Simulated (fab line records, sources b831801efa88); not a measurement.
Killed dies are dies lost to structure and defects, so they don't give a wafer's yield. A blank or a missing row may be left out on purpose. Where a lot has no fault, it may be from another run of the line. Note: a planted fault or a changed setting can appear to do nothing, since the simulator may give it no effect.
fab line records -- flow gf180mcu
[record] lots = 14, wafers = 39, last_day = 34
route steps=602 shown HV_LDD@228 NSD@243 PSD@261
lots with no fault: from the same line, run without faults
start_h: hours from the record's opening day to when the first of the lot's shown wafers began -- wait_h: hours since the lot's step before -- " unchanged from the row above -- L1.1+2: a single row standing in for several wafers -- - no value present, or no start provided -- * or withheld: withheld -- < > ~ a bound
route shown NAME@n: NAME is a module with steps in the file, n the number in the route of the first one -- usual: the fault-free wafers' mean and standard deviation -- same: alike in all rows -- chamber/n: place in a boat -- sites: each site's reading -- _std_site: the values' standard deviation -- _edge_site: the outer-site mean with the inner-site mean subtracted -- radius_mm: for every site, how far away it sits from the centre of the wafer -- mask NAME#n: copy n -- behind: the tool/chamber that last shaped the wafer -- hold: the reason the lot was held/the length of the hold in hours/how it ended -- device: names the non-switching transistor (n, p or np) -- end of line: the same wafers' tests at the end of the route -- a step without rows: its recipe alone -- killed: count of dies lost to structure and defects at first sort (not the wafer's yield) -- map: per-die view of a wafer (x killed, . not killed, _ where there is no die)
set.NAME: the setting that was run; set.NAME@STEP: the one run at that earlier step -- model.NAME: the simulator's own value behind a step, which no gauge read
the route's steps for a sample of lots (tables are steps, rows are wafers)
[[steps]]
[step GF_HV_LDD_RTA_52]
[recipe] temp_c = 1000, time_s = 10, ambient = N2
[usual] lamp_power_pct = 36/4.8, wafer_temp_C_max = 1004.2/1.2
lot.wafer,tool,chamber,start_h,wait_h,lamp_power_pct,wafer_temp_C_max
L260.1,rtp_anneal-02,0,268.61,0.0,41,1007.9
L260.5,rtp_anneal-02,0,268.61,0.0,41,1003.8
L260.6,rtp_anneal-02,0,268.61,0.0,41,1004.8
L261.3,rtp_anneal-02,0,280.26,0.0,41,1004.2
L261.5,rtp_anneal-02,0,280.26,0.0,41,1005.8
L261.6,rtp_anneal-02,0,280.26,0.0,41,1005.4
L263.1,rtp_anneal-01,0,290.21,0.0,32,1004.4
L263.3,rtp_anneal-01,0,290.21,0.0,32,1003.5
L263.4,rtp_anneal-01,0,290.21,0.0,32,1003.0
L265.2,rtp_anneal-02,0,307.72,0.0,41,1005.1
L265.3,rtp_anneal-02,0,307.72,0.0,41,1005.5
L265.4,rtp_anneal-02,0,307.72,0.0,41,1006.0
L268.2,rtp_anneal-01,0,337.37,0.0,32,1003.3
L268.3,rtp_anneal-01,0,337.37,0.0,32,1002.9
L270.1,rtp_anneal-02,0,359.47,0.0,41,1003.8
L270.2,rtp_anneal-02,0,359.47,0.0,41,1004.5
L272.2,rtp_anneal-01,0,366.12,0.0,32,1003.3
L272.3,rtp_anneal-01,0,366.12,0.0,32,1005.0
L274.3,rtp_anneal-01,0,382.73,0.0,32,1002.5
L274.5,rtp_anneal-01,0,382.73,0.0,32,1002.1
L274.6,rtp_anneal-01,0,382.73,0.0,32,1003.1
L275.2,rtp_anneal-02,0,390.37,0.0,41,1005.8
L275.4,rtp_anneal-02,0,390.37,0.0,41,1004.2
L275.5,rtp_anneal-02,0,390.37,0.0,41,1003.7
L278.2,rtp_anneal-01,0,416.77,0.0,32,1004.5
L278.3,rtp_anneal-01,0,416.77,0.0,32,1003.1
L278.6,rtp_anneal-01,0,416.77,0.0,32,1002.9
L279.3,rtp_anneal-01,0,421.14,0.0,32,1003.1
L279.4,rtp_anneal-01,0,421.14,0.0,32,1002.2
L279.5,rtp_anneal-01,0,421.14,0.0,32,1004.2
L280.3,rtp_anneal-02,0,439.29,0.0,41,1005.4
L280.5,rtp_anneal-02,0,439.29,0.0,41,1003.3
L280.6,rtp_anneal-02,0,439.29,0.0,41,1005.4
L281.1,rtp_anneal-02,0,446.36,0.0,41,1005.2
L281.3,rtp_anneal-02,0,446.36,0.0,41,1005.2
L281.5,rtp_anneal-02,0,446.36,0.0,41,1004.2
L282.2,rtp_anneal-01,0,454.97,0.0,32,1004.4
L282.3,rtp_anneal-01,0,454.97,0.0,32,1002.2
L282.6,rtp_anneal-01,0,454.97,0.0,32,1004.1
[step GF_NSD_OVL_MEAS_08]
[usual] NSD_OVL = -0.9/1.3
lot.wafer,tool,chamber,start_h,wait_h,NSD_OVL[nm]
L260.1,overlay-02,-,290.42,0.1,-0.9
L260.5,overlay-02,-,290.42,0.1,-3.8
L260.6,overlay-02,-,290.42,0.1,-3.4
L261.3,overlay-02,-,303.48,0.1,0.0
L261.5,overlay-02,-,303.48,0.1,0.1
L261.6,overlay-02,-,303.48,0.1,-2.8
L263.1,overlay-01,-,313.19,0.1,-1.2
L263.3,overlay-01,-,313.19,0.1,0.3
L263.4,overlay-01,-,313.19,0.1,1.1
L265.2,overlay-02,-,330.77,0.1,-0.5
L265.3,overlay-02,-,330.77,0.1,0.2
L265.4,overlay-02,-,330.77,0.1,1.2
L268.2,overlay-01,-,361.64,0.1,0.1
L268.3,overlay-01,-,361.64,0.1,0.5
L270.1,overlay-02,-,385.19,0.1,-2.0
L270.2,overlay-02,-,385.19,0.1,-0.3
L272.2,overlay-01,-,391.77,0.1,0.5
L272.3,overlay-01,-,391.77,0.1,0.4
L274.3,overlay-01,-,409.93,0.1,0.0
L274.5,overlay-01,-,409.93,0.1,-0.6
L274.6,overlay-01,-,409.93,0.1,1.0
L275.2,overlay-01,-,416.59,0.1,1.0
L275.4,overlay-01,-,416.59,0.1,2.3
L275.5,overlay-01,-,416.59,0.1,0.8
L278.2,overlay-02,-,444.12,0.1,-1.5
L278.3,overlay-02,-,444.12,0.1,-2.1
L278.6,overlay-02,-,444.12,0.1,-2.0
L279.3,overlay-02,-,449.12,0.1,-1.3
L279.4,overlay-02,-,449.12,0.1,-3.0
L279.5,overlay-02,-,449.12,0.1,-3.0
L280.3,overlay-02,-,466.79,0.1,-1.0
L280.5,overlay-02,-,466.79,0.1,0.6
L280.6,overlay-02,-,466.79,0.1,-1.0
L281.1,overlay-01,-,473.01,0.1,0.4
L281.3,overlay-01,-,473.01,0.1,-0.3
L281.5,overlay-01,-,473.01,0.1,1.3
L282.2,overlay-02,-,482.62,0.1,0.7
L282.3,overlay-02,-,482.62,0.1,-1.7
L282.6,overlay-02,-,482.62,0.1,-1.9
[step GF_NSD_TW_MEAS_12]
[usual] NSD_TW = 4290/30
lot.wafer,tool,chamber,start_h,wait_h,NSD_TW
L260.1,film_metro-01,-,290.85,0.1,4259
L260.5,film_metro-01,-,290.85,0.1,4267
L260.6,film_metro-01,-,290.85,0.1,4255
L261.3,film_metro-04,-,303.92,0.1,4287
L261.5,film_metro-04,-,303.92,0.1,4302
L261.6,film_metro-04,-,303.92,0.1,4313
L263.1,film_metro-02,-,313.62,0.1,4301
L263.3,film_metro-02,-,313.62,0.1,4294
L263.4,film_metro-02,-,313.62,0.1,4300
L265.2,film_metro-02,-,331.21,0.1,4312
L265.3,film_metro-02,-,331.21,0.1,4319
L265.4,film_metro-02,-,331.21,0.1,4290
L268.2,film_metro-02,-,362.08,0.1,4333
L268.3,film_metro-02,-,362.08,0.1,4323
L270.1,film_metro-01,-,385.62,0.1,4251
L270.2,film_metro-01,-,385.62,0.1,4279
L272.2,film_metro-02,-,392.21,0.1,4336
L272.3,film_metro-02,-,392.21,0.1,4336
L274.3,film_metro-04,-,410.37,0.1,4299
L274.5,film_metro-04,-,410.37,0.1,4309
L274.6,film_metro-04,-,410.37,0.1,4284
L275.2,film_metro-01,-,417.03,0.1,4262
L275.4,film_metro-01,-,417.03,0.1,4281
L275.5,film_metro-01,-,417.03,0.1,4283
L278.2,film_metro-01,-,444.56,0.1,4276
L278.3,film_metro-01,-,444.56,0.1,4241
L278.6,film_metro-01,-,444.56,0.1,4253
L279.3,film_metro-04,-,449.57,0.1,4288
L279.4,film_metro-04,-,449.57,0.1,4307
L279.5,film_metro-04,-,449.57,0.1,4289
L280.3,film_metro-04,-,467.23,0.1,4249
L280.5,film_metro-04,-,467.23,0.1,4271
L280.6,film_metro-04,-,467.23,0.1,4262
L281.1,film_metro-04,-,473.45,0.1,4269
L281.3,film_metro-04,-,473.45,0.1,4261
L281.5,film_metro-04,-,473.45,0.1,4298
L282.2,film_metro-04,-,483.06,0.1,4297
L282.3,film_metro-04,-,483.06,0.1,4287
L282.6,film_metro-04,-,483.06,0.1,4276
[step GF_PSD_RTA_13]
[recipe] temp_c = 1025, time_s = 20, ambient = N2
[usual] lamp_power_pct = 40/4.6, run_length_s = 49.02/0.23, wafer_temp_C_max = 1029.6/1.1
lot.wafer,tool,chamber,start_h,wait_h,lamp_power_pct,run_length_s,wafer_temp_C_max
L260.1,rtp_anneal-02,0,311.21,0.0,43,49.06,1029.8
L260.5,rtp_anneal-02,0,311.21,0.0,43,49.12,1029.5
L260.6,rtp_anneal-02,0,311.21,0.0,43,49.36,1029.0
L261.3,rtp_anneal-01,0,325.21,0.0,33,48.57,1029.2
L261.5,rtp_anneal-01,0,325.21,0.0,33,48.63,1029.1
L261.6,rtp_anneal-01,0,325.21,0.0,33,49.15,1029.8
L263.1,rtp_anneal-02,0,334.07,0.0,43,49.09,1029.7
L263.3,rtp_anneal-02,0,334.07,0.0,43,49.43,1031.3
L263.4,rtp_anneal-02,0,334.07,0.0,43,49.10,1029.2
L265.2,rtp_anneal-02,0,353.42,0.0,43,49.26,1030.1
L265.3,rtp_anneal-02,0,353.42,0.0,43,48.97,1030.2
L265.4,rtp_anneal-02,0,353.42,0.0,43,48.96,1029.7
L268.2,rtp_anneal-02,0,385.30,0.0,43,49.21,1029.5
L268.3,rtp_anneal-02,0,385.30,0.0,43,56.00,1030.6
L270.1,rtp_anneal-02,0,409.17,0.0,43,56.06,1029.9
L270.2,rtp_anneal-02,0,409.17,0.0,43,49.36,1030.9
L272.2,rtp_anneal-02,0,416.47,0.0,43,49.22,1029.2
L272.3,rtp_anneal-02,0,416.47,0.0,43,56.06,1029.1
L274.3,rtp_anneal-01,0,434.04,0.0,33,48.71,1027.8
L274.5,rtp_anneal-01,0,434.04,0.0,33,48.55,1029.5
L274.6,rtp_anneal-01,0,434.04,0.0,33,48.76,1028.4
L275.2,rtp_anneal-01,0,442.14,0.0,33,48.65,1028.9
L275.4,rtp_anneal-01,0,442.14,0.0,33,48.57,1030.4
L275.5,rtp_anneal-01,0,442.14,0.0,33,48.81,1028.8
L278.2,rtp_anneal-02,0,469.12,0.0,43,49.00,1030.6
L278.3,rtp_anneal-02,0,469.12,0.0,43,48.94,1028.3
L278.6,rtp_anneal-02,0,469.12,0.0,43,49.08,1029.5
L279.3,rtp_anneal-02,0,473.74,0.0,43,49.23,1028.2
L279.4,rtp_anneal-02,0,473.74,0.0,43,49.05,1030.7
L279.5,rtp_anneal-02,0,473.74,0.0,43,49.23,1030.2
L280.3,rtp_anneal-02,0,490.96,0.0,43,49.06,1028.2
L280.5,rtp_anneal-02,0,490.96,0.0,43,49.31,1030.6
L280.6,rtp_anneal-02,0,490.96,0.0,43,49.40,1030.5
L281.1,rtp_anneal-01,0,497.72,0.0,33,48.62,1028.9
L281.3,rtp_anneal-01,0,497.72,0.0,33,48.81,1028.5
L281.5,rtp_anneal-01,0,497.72,0.0,33,48.85,1028.0
L282.2,rtp_anneal-02,0,507.09,0.0,43,49.09,1030.7
L282.3,rtp_anneal-02,0,507.09,0.0,43,48.93,1028.2
L282.6,rtp_anneal-02,0,507.09,0.0,43,49.01,1028.3
[step GF_PSD_RS_MEAS_14]
[recipe] thk_meas_gauge = four-point-probe
[usual] NSD_RS = 46.15/0.11
lot.wafer,tool,chamber,start_h,wait_h,NSD_RS[ohm/sq]
L260.1,film_metro-02,-,311.29,0.1,46.12
L260.5,film_metro-02,-,311.29,0.1,46.12
L260.6,film_metro-02,-,311.29,0.1,46.07
L261.3,film_metro-02,-,325.31,0.1,46.11
L261.5,film_metro-02,-,325.31,0.1,46.14
L261.6,film_metro-02,-,325.31,0.1,46.09
L263.1,film_metro-02,-,334.15,0.1,46.04
L263.3,film_metro-02,-,334.15,0.1,46.06
L263.4,film_metro-02,-,334.15,0.1,45.98
L265.2,film_metro-02,-,353.51,0.1,46.02
L265.3,film_metro-02,-,353.51,0.1,46.07
L265.4,film_metro-02,-,353.51,0.1,46.19
L268.2,film_metro-04,-,385.38,0.1,46.17
L268.3,film_metro-04,-,385.38,0.1,44.61
L270.1,film_metro-02,-,409.25,0.1,44.60
L270.2,film_metro-02,-,409.25,0.1,46.11
L272.2,film_metro-01,-,416.56,0.1,46.03
L272.3,film_metro-01,-,416.56,0.1,44.53
L274.3,film_metro-04,-,434.13,0.1,46.29
L274.5,film_metro-04,-,434.13,0.1,46.29
L274.6,film_metro-04,-,434.13,0.1,46.28
L275.2,film_metro-04,-,442.23,0.1,46.18
L275.4,film_metro-04,-,442.23,0.1,46.11
L275.5,film_metro-04,-,442.23,0.1,46.21
L278.2,film_metro-04,-,469.21,0.1,46.27
L278.3,film_metro-04,-,469.21,0.1,46.22
L278.6,film_metro-04,-,469.21,0.1,46.23
L279.3,film_metro-01,-,473.83,0.1,45.91
L279.4,film_metro-01,-,473.83,0.1,46.06
L279.5,film_metro-01,-,473.83,0.1,46.04
L280.3,film_metro-01,-,491.06,0.1,46.04
L280.5,film_metro-01,-,491.06,0.1,46.02
L280.6,film_metro-01,-,491.06,0.1,46.10
L281.1,film_metro-04,-,497.80,0.1,46.37
L281.3,film_metro-04,-,497.80,0.1,46.22
L281.5,film_metro-04,-,497.80,0.1,46.28
L282.2,film_metro-01,-,507.18,0.1,46.12
L282.3,film_metro-01,-,507.18,0.1,46.09
L282.6,film_metro-01,-,507.18,0.1,46.17
[step GF_PSD_RS_MEAS_15]
[recipe] thk_meas_gauge = four-point-probe
[usual] PSD_RS = 108.6/0.34
lot.wafer,tool,chamber,start_h,wait_h,PSD_RS[ohm/sq]
L260.1,film_metro-02,-,311.41,0.1,108.3
L260.5,film_metro-02,-,311.41,0.1,108.0
L260.6,film_metro-02,-,311.41,0.1,108.3
L261.3,film_metro-02,-,325.43,0.1,108.7
L261.5,film_metro-02,-,325.43,0.1,108.4
L261.6,film_metro-02,-,325.43,0.1,108.7
L263.1,film_metro-02,-,334.27,0.1,108.3
L263.3,film_metro-02,-,334.27,0.1,108.2
L263.4,film_metro-02,-,334.27,0.1,108.3
L265.2,film_metro-02,-,353.63,0.1,108.1
L265.3,film_metro-02,-,353.63,0.1,108.0
L265.4,film_metro-02,-,353.63,0.1,108.2
L268.2,film_metro-04,-,385.50,0.1,108.7
L268.3,film_metro-04,-,385.50,0.1,105.4
L270.1,film_metro-02,-,409.37,0.1,105.4
L270.2,film_metro-02,-,409.37,0.1,108.8
L272.2,film_metro-01,-,416.68,0.1,108.0
L272.3,film_metro-01,-,416.68,0.1,104.6
L274.3,film_metro-04,-,434.25,0.1,109.0
L274.5,film_metro-04,-,434.25,0.1,109.1
L274.6,film_metro-04,-,434.25,0.1,109.1
L275.2,film_metro-04,-,442.35,0.1,108.9
L275.4,film_metro-04,-,442.35,0.1,108.8
L275.5,film_metro-04,-,442.35,0.1,109.0
L278.2,film_metro-04,-,469.33,0.1,108.6
L278.3,film_metro-04,-,469.33,0.1,108.9
L278.6,film_metro-04,-,469.33,0.1,108.8
L279.3,film_metro-01,-,473.95,0.1,108.4
L279.4,film_metro-01,-,473.95,0.1,108.3
L279.5,film_metro-01,-,473.95,0.1,108.5
L280.3,film_metro-01,-,491.18,0.1,108.4
L280.5,film_metro-01,-,491.18,0.1,108.5
L280.6,film_metro-01,-,491.18,0.1,108.8
L281.1,film_metro-04,-,497.92,0.1,108.8
L281.3,film_metro-04,-,497.92,0.1,108.7
L281.5,film_metro-04,-,497.92,0.1,108.6
L282.2,film_metro-01,-,507.30,0.1,108.3
L282.3,film_metro-01,-,507.30,0.1,108.6
L282.6,film_metro-01,-,507.30,0.1,108.7
[[key]]
[first_sign] step = GF_PSD_RTA_13, reading = run_length_s, direction = up, sigmas = 30, usual = *, struck = *
[effect] step = GF_PSD_RS_MEAS_14, reading = NSD_RS, direction = down, sigmas = 15, usual = 46.15, struck = 44.58
[effect] step = GF_PSD_RS_MEAS_15, reading = PSD_RS, direction = down, sigmas = 10, usual = 108.6, struck = 105.1
met_at GF_PSD_RTA_13
struck_lots L268,L270,L272
struck_wafers L268.3,L270.1,L272.3
tester_left_out L268,L270,L272
not_acting_at GF_HV_LDD_RTA_52,GF_NSD_OVL_MEAS_08,GF_NSD_TW_MEAS_12
onset_between 353.42 385.30
[fault] kind = process_parameter_drift, tool = rtp_anneal-02, chamber = -, onset_h = 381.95, steps = GF_PSD_RTA_13, channel = time_s, offset = *, shape = step, end_h = 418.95, scope = struck_wafers_only, acts_in = *, stated = *
// tester_left_out: of these lots the tester's yield and bins aren't shown, on N5 and GAA mostly nor the transistor test; their killed dies are dies lost to structure and defects alone, not to doping, threshold or leakage, so they don't give the yield
